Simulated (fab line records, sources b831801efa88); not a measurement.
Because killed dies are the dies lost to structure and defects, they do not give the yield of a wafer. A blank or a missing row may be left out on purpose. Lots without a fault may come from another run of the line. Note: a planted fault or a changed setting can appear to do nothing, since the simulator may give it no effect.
Which tool is to blame? + flow sfq line + Sampling: 14 lots, 42 wafers, 4 of 325 route steps

WHAT THE GAUGES SHOWED, per wafer
SFQ_M8_OVL_MEAS_948. Usual: for M8_OVL the level is -3 nm and the standard deviation is 5.5.
| lot  | measured     | on         | M8_OVL (nm) | flag |
|------|--------------|------------|-------------|------|
| L694 | day 86 23:02 | overlay-02 | 2 -5 -5     |      |
| L698 | day 91 08:13 | overlay-02 | -15 -4 -15  |      |
| L700 | day 92 00:13 | overlay-02 | 8 1 -4      |      |
| L701 | day 92 12:14 | overlay-01 | 1 -2 -3     |      |
| L703 | day 92 18:16 | overlay-02 | -5 -5 5     |      |
| L704 | day 93 00:14 | overlay-02 | -2 -1 -6    |      |
| L705 | day 93 02:38 | overlay-02 | -4 0 0      |      |
| L707 | day 93 12:14 | overlay-02 | -4 -6 3     |      |
| L708 | day 94 17:26 | overlay-01 | 5 4 4       |      |
| L709 | day 94 22:15 | overlay-01 | 9 5 1       |      |
| L710 | day 95 03:04 | overlay-02 | -11 -1 0    |      |
| L712 | day 95 15:02 | overlay-02 | -12 -11 -5  |      |
| L715 | day 97 20:26 | overlay-02 | -10 -7 -13  |      |
| L716 | day 97 21:38 | overlay-02 | 9 3 -1      |      |

TOOL THAT RAN EACH LOT (tool first, then ch and the chambers of the sampled wafers, then the start)
| lot  | SFQ_TRILAYER_M2_ETCH_METAL_ETCH_060 | SFQ_TRILAYER_A5B_DEP_PECVD_129  | SFQ_TRILAYER_I6_METRO_MEASURE_167 |
|------|-------------------------------------|---------------------------------|-----------------------------------|
| L694 | rie metal-04 ch 0,1, day 33 10:28   | pecvd-02 ch 0,1, day 70 07:03   | film metro-03, day 77 22:50       |
| L698 | rie metal-03 ch 0,1, day 41 09:43   | pecvd-03 ch 0,1,2, day 71 05:59 | film metro-01, day 78 13:13       |
| L700 | rie metal-03 ch 0,1, day 42 16:52   | pecvd-03 ch 0,2, day 71 15:35   | film metro-03, day 79 00:49       |
| L701 | rie metal-04 ch 0,1, day 43 12:07   | pecvd-04 ch 0,1, day 73 04:54   | film metro-03, day 79 07:13       |
| L703 | rie metal-03 ch 0,1, day 44 02:28   | pecvd-03 ch 0,1,2, day 73 16:54 | film metro-03, day 79 11:56       |
| L704 | rie metal-04 ch 0,1, day 44 08:31   | pecvd-03 ch 1,2, day 74 03:42   | film metro-03, day 79 22:53       |
| L705 | rie metal-04 ch 0,1, day 44 19:20   | pecvd-02 ch 1,2, day 74 12:06   | film metro-02, day 80 09:58       |
| L707 | rie metal-04 ch 0,1, day 45 15:27   | pecvd-02 ch 1,2, day 74 21:44   | film metro-02, day 80 15:21       |
| L708 | rie metal-02 ch 0,1, day 46 16:06   | pecvd-03 ch 0,2, day 76 15:26   | film metro-02, day 81 19:00       |
| L709 | rie metal-03 ch 0,1, day 46 20:54   | pecvd-02 ch 0,1,2, day 76 17:50 | film metro-03, day 81 21:31       |
| L710 | rie metal-03 ch 0,1, day 47 14:01   | pecvd-04 ch 1,2, day 76 20:14   | film metro-01, day 82 09:43       |
| L712 | rie metal-03 ch 0,1, day 47 21:09   | pecvd-02 ch 0,1,2, day 77 02:14 | film metro-03, day 83 02:28       |
| L715 | rie metal-04 ch 0,1, day 48 13:23   | pecvd-04 ch 1,2, day 77 09:37   | film metro-03, day 86 10:56       |
| L716 | rie metal-03 ch 0, day 48 23:03     | pecvd-03 ch 0,2, day 77 10:38   | film metro-01, day 86 12:16       |
- SFQ_TRILAYER_M2_ETCH_METAL_ETCH_060: etches Nb in Cl2/Ar, stops on SiO2, target depth 240 nm, time 120 s.
- SFQ_TRILAYER_A5B_DEP_PECVD_129: deposits SiO2 from SiH4/N2O, time 133.33 s, target thk 600 nm.
- SFQ_TRILAYER_I6_METRO_MEASURE_167

AS READ BY THE TOOLS THEMSELVES (means over the sampled wafers that have a number; for cases with no such wafer, the mark the record gives instead)
SFQ_TRILAYER_M2_ETCH_METAL_ETCH_060. Usual: drypump motor current A 5.7 A, standard deviation 0.5; oes product au 0.892 a.u., standard deviation 0.0067.
| lot  | tool         | drypump motor current A (A) | oes product au (a.u.) | flag |
|------|--------------|-----------------------------|-----------------------|------|
| L694 | rie metal-04 | 6.0                         | 0.891                 |      |
| L698 | rie metal-03 | 5.3                         | 0.894                 |      |
| L700 | rie metal-03 | 5.3                         | 0.894                 |      |
| L701 | rie metal-04 | 6.0                         | 0.888                 |      |
| L703 | rie metal-03 | 5.3                         | 0.891                 |      |
| L704 | rie metal-04 | 5.7                         | 0.892                 |      |
| L705 | rie metal-04 | 6.0                         | 0.887                 |      |
| L707 | rie metal-04 | 5.8                         | 0.886                 |      |
| L708 | rie metal-02 | 6.1                         | 0.888                 |      |
| L709 | rie metal-03 | 5.3                         | 0.897                 |      |
| L710 | rie metal-03 | 5.3                         | 0.898                 |      |
| L712 | rie metal-03 | 5.3                         | 0.890                 |      |
| L715 | rie metal-04 | 5.8                         | 0.880                 |      |
| L716 | rie metal-03 | 5.5                         | 0.897                 |      |

SFQ_TRILAYER_A5B_DEP_PECVD_129. Usual: heater power w 79 W, standard deviation 12; run length s 161.3 s, standard deviation 0.5; throttle valve pct 24.4 %, standard deviation 1.6.
| lot  | tool     | heater power w (W) | run length s (s) | throttle valve pct (%) | flag |
|------|----------|--------------------|------------------|------------------------|------|
| L694 | pecvd-02 | 82                 | 160.8            | 24.2                   |      |
| L698 | pecvd-03 | 74                 | 161.2            | 24.8                   |      |
| L700 | pecvd-03 | 74                 | 161.1            | 24.3                   |      |
| L701 | pecvd-04 | 92                 | 161.9            | 23.6                   |      |
| L703 | pecvd-03 | 70                 | 161.2            | 24.8                   |      |
| L704 | pecvd-03 | 73                 | 161.4            | 25.9                   |      |
| L705 | pecvd-02 | 78                 | 161.1            | 23.6                   |      |
| L707 | pecvd-02 | 77                 | 161.1            | 23.4                   |      |
| L708 | pecvd-03 | 69                 | 161.1            | 26.2                   |      |
| L709 | pecvd-02 | 81                 | 169.7            | 24.1                   | OFF  |
| L710 | pecvd-04 | 83                 | 161.3            | 24.2                   |      |
| L712 | pecvd-02 | 85                 | 170.0            | 24.1                   | OFF  |
| L715 | pecvd-04 | 84                 | 161.7            | 24.2                   |      |
| L716 | pecvd-03 | 73                 | 161.6            | 24.5                   |      |

SFQ_TRILAYER_I6_METRO_MEASURE_167. Usual: 199.6 nm for thk nm, sd 0.9.
| lot  | tool          | thk nm (nm) | flag |
|------|---------------|-------------|------|
| L694 | film metro-03 | 200.3       |      |
| L698 | film metro-01 | 200.4       |      |
| L700 | film metro-03 | 200.2       |      |
| L701 | film metro-03 | 199.8       |      |
| L703 | film metro-03 | 200.3       |      |
| L704 | film metro-03 | 199.4       |      |
| L705 | film metro-02 | 200.4       |      |
| L707 | film metro-02 | 199.6       |      |
| L708 | film metro-02 | 199.9       |      |
| L709 | film metro-03 | 199.0       |      |
| L710 | film metro-01 | 198.9       |      |
| L712 | film metro-03 | 198.6       |      |
| L715 | film metro-03 | 200.1       |      |
| L716 | film metro-01 | 199.2       |      |

THE ANSWER, worked out from the rows above alone
Rule: a lot is off if the mean of its wafers that have a number lies more than 3 standard deviations from the usual mean. Also off: a lot with no number at a reading for which 4 or more lots have one. All remaining lots with rows at the step are treated as sound. After the gauges, taken in route order, come the tools' own readings; for these a lot's mean is taken, as printed above. At the first step where some lot is off, the reading lying furthest off is the one used; lots without a number count as furthest.
Off at SFQ_TRILAYER_A5B_DEP_PECVD_129 (run length s): L709, L712.
If a tool, at that step or one of the process steps before it, ran each lot that is off and ran no sound lot following the first of them, it fits. One candidate fits, namely pecvd-02 at SFQ_TRILAYER_A5B_DEP_PECVD_129. Its last sound lot is L707 (day 74 21:44), its first lot that is off L709 (day 76 17:50): a fault that began between those two fits.
The tool's own readings at SFQ_TRILAYER_A5B_DEP_PECVD_129 bear it out: on the lots that are off they differ by more than 5 times the standard deviation of the sound lots' means. run length s reads 169.8 s there against 161.3 s on the sound lots.

WHAT HAD BEEN PUT IN BY THE SIMULATOR
pecvd-02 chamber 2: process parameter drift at SFQ_TRILAYER_A5B_DEP_PECVD_129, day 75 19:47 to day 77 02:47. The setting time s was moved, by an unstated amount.
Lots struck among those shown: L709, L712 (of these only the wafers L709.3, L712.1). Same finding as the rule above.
